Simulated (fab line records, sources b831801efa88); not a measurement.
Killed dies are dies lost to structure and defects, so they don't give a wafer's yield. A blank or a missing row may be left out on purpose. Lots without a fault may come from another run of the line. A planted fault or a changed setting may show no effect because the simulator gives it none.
A struck lot beside a sound one | flow sky130 | 16 steps out of a route of 708
Sound: wafers L160.1, L160.5, L160.6. Struck: wafers L170.2, L170.3, L170.5. The cause comes at the end.
At each step with rows: each side's tool, then ch and its chambers, then its first start. Under that, the readings that differ: sound wafers | struck wafers | difference of the means | sigmas: that difference in standard deviations of wafers without a fault.
alike: readings whose means differ by less than 2 such deviations, and words and numbers that are the same on both sides. not compared: withheld readings, readings that some wafer has no value for, bounds like >300 that may hide the same value, and numbers for which the record gives no deviation and whose values overlap.
The two part at a step that has a row with sigmas, a row that says differs or no value, or rows on one side only. Numbers that don't overlap but have no deviation are shown without sigmas and don't part them. A reading that every wafer of one side lacks parts them only if that side has two wafers or more.

first, 5 steps without rows for these wafers: SKY_SONOS_TUNNEL_COAT_02 (resist thk 1140 nm); SKY_SONOS_TUNNEL_SOFTBAKE_03 (time 60 s); SKY_SONOS_TUNNEL_EXPOSE_04 (exposes mask TUNM, target cd 410 nm); SKY_SONOS_TUNNEL_PEB_05; SKY_SONOS_TUNNEL_DEVELOP_06 (develop time 60 s).
SKY_SONOS_TUNNEL_CD_MEAS_07: target cd 410 nm.
  sound on cd_sem-02, day 11 09:55; struck on cd_sem-02, day 15 07:17
  alike: cd_nm
SKY_SONOS_TUNNEL_OVL_MEAS_08:
  sound on overlay-02, day 11 10:02; struck on overlay-01, day 15 07:23
  reading               | sound       | struck         | difference | sigmas
  SONOS_TUNNEL_OVL (nm) | 0.5 1.8 0.8 | -1.1 -2.8 -1.5 | -2.8       | -3
then, 3 steps without rows for these wafers: SKY_SONOS_TUNNEL_IMPLANT_09; SKY_SONOS_TUNNEL_WET_ETCH_10 (etches SiO2 in dHF, target depth 14 nm, time 280 s); SKY_SONOS_TUNNEL_STRIP_11 (strips in SPM, time 600 s).
SKY_SONOS_TUNNEL_TW_MEAS_12:
  sound on film_metro-04, day 11 10:29; struck on film_metro-04, day 15 07:50
  alike: SONOS_TUNNEL_TW
then, 1 step without rows for these wafers: SKY_SONOS_TUNNEL_CLEAN_13 (cleans in dHF, time 20 s).
SKY_SONOS_ONO_OXIDATION_00: stabilise 600 s, purge 300 s, target thk 2.6 nm.
  sound on furnace-01 ch 0, day 11 11:59; struck on furnace-02 ch 0, day 15 08:20
  reading                                          | sound               | struck               | difference | sigmas
  spike_tc_bottom_C (C)                            | 818.5 818.6 818.6   | 834.5 832.4 830.9    | +14.0      | +5
  spike_tc_centre_C (C)                            | 799.3 800.2 800.1   | 809.7 811.2 811.9    | +11.1      | +11
  spike_tc_lower_C (C)                             | 800.1 799.6 798.9   | 810.4 810.1 810.4    | +10.8      | +9
  spike_tc_top_C (C)                               | 817.4 816.9 818.1   | 821.7 824.8 821.9    | +5.3       | +2
  spike_tc_upper_C (C)                             | 801.9 800.8 801.1   | 810.3 809.9 810.2    | +8.9       | +9
  tube_center_temp_C (C)                           | 800.1 799.95 800.09 | 810.24 810.21 810.33 | +10.21     | +99 or more
  tube_center_temp_C_max                           | 802.0 801.6 801.5   | 812.2 812.3 812.7    | +10.7      | +33
  zone_power_bottom_pct (%)                        | 18.90 18.41 18.71   | 19.12 19.32 19.03    | +0.48      | +3
  zone_power_centre_pct (%)                        | 12.26 12.53 12.57   | 12.80 12.97 12.84    | +0.42      | +3
  model.SiO2_of_SONOS_ONO_OXIDATION_00.thk_nm (nm) | 2.643 2.655 2.616   | 2.987 2.966 2.984    | +0.341     |
SKY_SONOS_ONO_THK_MEAS_01:
  sound on film_metro-04, day 11 13:20; struck on film_metro-03, day 15 09:41
  reading                      | sound          | struck         | difference | sigmas
  SONOS_ONO_OXIDATION_THK (nm) | 2.66 2.67 2.65 | 2.95 2.95 2.92 | +0.28      | +5
then, 1 step without rows for these wafers: SKY_SONOS_ONO_CVD_02 (deposits Si3N4 from DCS/NH3, target thk 10.5 nm, time 180 s).
-- the record jumps here: 33 days lie between the struck wafers' starts before and after (it left off in module SONOS_ONO and takes up again in module PAD_OPEN, whose first step shown is number 708 of the route) --
SKY_PAD_OPEN_PROBE_99:
  sound on prober-01, day 45 15:46; struck on prober-02, day 48 20:51
  reading                              | sound                | struck               | difference | sigmas
  model.etest.sonos_erased.drive_ua_um | 168.2 196.8 183.3    | 143.3 145.9 152.7    | -35.5      |
  model.etest.cap_ono.gate_log10_a_cm2 | -8.224 -8.284 -8.138 | -8.58 -8.596 -8.515  | -0.35      |
  model.etest.sonos_erased.vt_v (V)    | -2.175 -2.168 -2.223 | -1.805 -1.854 -1.882 | +0.342     |
  model.etest.cap_ono.tox_acc_nm (nm)  | 13.07 13.18 12.99    | 13.4 13.37 13.35     | +0.3       |
  alike: killed_at_M0_to_M3, killed_at_M4_up, killed_at_contacts, killed_at_front_end, killed_at_other, killed_dies, killed_open, killed_short
  not compared: model.etest.cap_ono.gate_bv_v, model.etest.sonos_programmed.vt_v, model.etest.sonos_baked.vt_less_v

WHERE THEY PART
First at SKY_SONOS_TUNNEL_OVL_MEAS_08; last, within this record, at SKY_SONOS_ONO_THK_MEAS_01. Later steps at which nothing parts them and some readings are alike: SKY_PAD_OPEN_PROBE_99.

WHY: what the simulator had put in
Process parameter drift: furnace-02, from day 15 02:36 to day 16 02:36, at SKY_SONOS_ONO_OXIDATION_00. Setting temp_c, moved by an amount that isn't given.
